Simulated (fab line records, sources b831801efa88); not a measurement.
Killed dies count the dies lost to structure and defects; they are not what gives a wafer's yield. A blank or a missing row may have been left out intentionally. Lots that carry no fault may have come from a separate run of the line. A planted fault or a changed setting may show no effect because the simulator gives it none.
One fault through the eyes of 2 desks    flow gf180mcu    each desk has only its own numbers; what lay behind them comes last

== FROM THE METROLOGY DESK ==
Lot by lot, what the gauges showed, no matter which tool ran the lot: averages of those sampled wafers that carry a number. A lot is out of limits, marked OUT, if its mean lies more than 4 standard deviations from the usual mean; the brackets give that distance.
Columns: A = VT_IMPLANT_2_TW at GF_VT_IMPLANT_TW_MEAS_21, usual 1213; B = M3_ALCU_RS at GF_M3_RS_MEAS_05, usual 0.0693 ohm/sq
lot   first seen here  A               B
L926  day 6 02:17      1209            0.0692
L927  day 6 08:23      1212            0.0687
L928  day 6 15:53      1210            0.0694
L929  day 6 22:41      1213            0.0698
L930  day 7 03:20      1214            0.0694
L932  day 7 21:52      1215            0.0691
L933  day 8 10:53      1216            0.0692
L937  day 9 18:52      1210            0.0697
L938  day 9 19:46      1286 (+15) OUT  0.0689
L939  day 9 23:52      1291 (+17) OUT  0.0700
L943  day 10 22:08     1213            0.0685
L946  day 11 10:50     1213            0.0690
L949  day 12 07:35     1217            0.0690
This desk reports L938, L939 out of limits; the earliest was L938 at day 9 19:46 (VT_IMPLANT_2_TW at GF_VT_IMPLANT_TW_MEAS_21). Within limits: L926, L927, L928, L929, L930, L932, L933, L937, L943, L946, L949.

== THE TOOL OWNER'S DESK: implanter-04 ==
The tool's own readings at GF_VT_IMPLANT_IMPLANT_19: means of the sampled wafers that have a number, for each lot that ran on this tool. A lot is out of limits, marked OUT, if its mean lies more than 4 standard deviations from the usual mean; the brackets give that distance.
Columns: A = dose-ions-cm2 at GF_VT_IMPLANT_IMPLANT_19, usual 4.351e+12; B = faraday-current-uA at GF_VT_IMPLANT_IMPLANT_19, usual 24.6
lot   first seen here  A                            B
L926  day 6 02:02      4.344e+12                    24.6
L930  day 7 03:07      4.346e+12                    24.0
L938  day 9 19:31      5.212e+12 (+99 or more) OUT  29.7 (+9.3) OUT
L939  day 9 23:37      5.215e+12 (+99 or more) OUT  28.8 (+7.6) OUT
This desk's finding: out of limits on L938, L939; first on L938, day 9 19:31 (dose-ions-cm2 at GF_VT_IMPLANT_IMPLANT_19). Within limits: L926, L930.

== BROUGHT TOGETHER ==
The tool owner's desk had the chance to raise an alarm at day 9 19:31 on L938, L939.
L938, L939 would have let the metrology desk raise an alarm at day 9 19:46.
The lots listed all ran GF_VT_IMPLANT_IMPLANT_19 on implanter-04.

== WHAT HAD BEEN PUT IN BY THE SIMULATOR ==
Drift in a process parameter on implanter-04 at GF_VT_IMPLANT_IMPLANT_19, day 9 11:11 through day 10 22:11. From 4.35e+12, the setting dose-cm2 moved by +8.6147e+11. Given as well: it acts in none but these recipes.
Shown lots that were struck: L938, L939.
Fault start to first reading out of limits, in hours, per desk: tool owner, 8; metrology, 9.
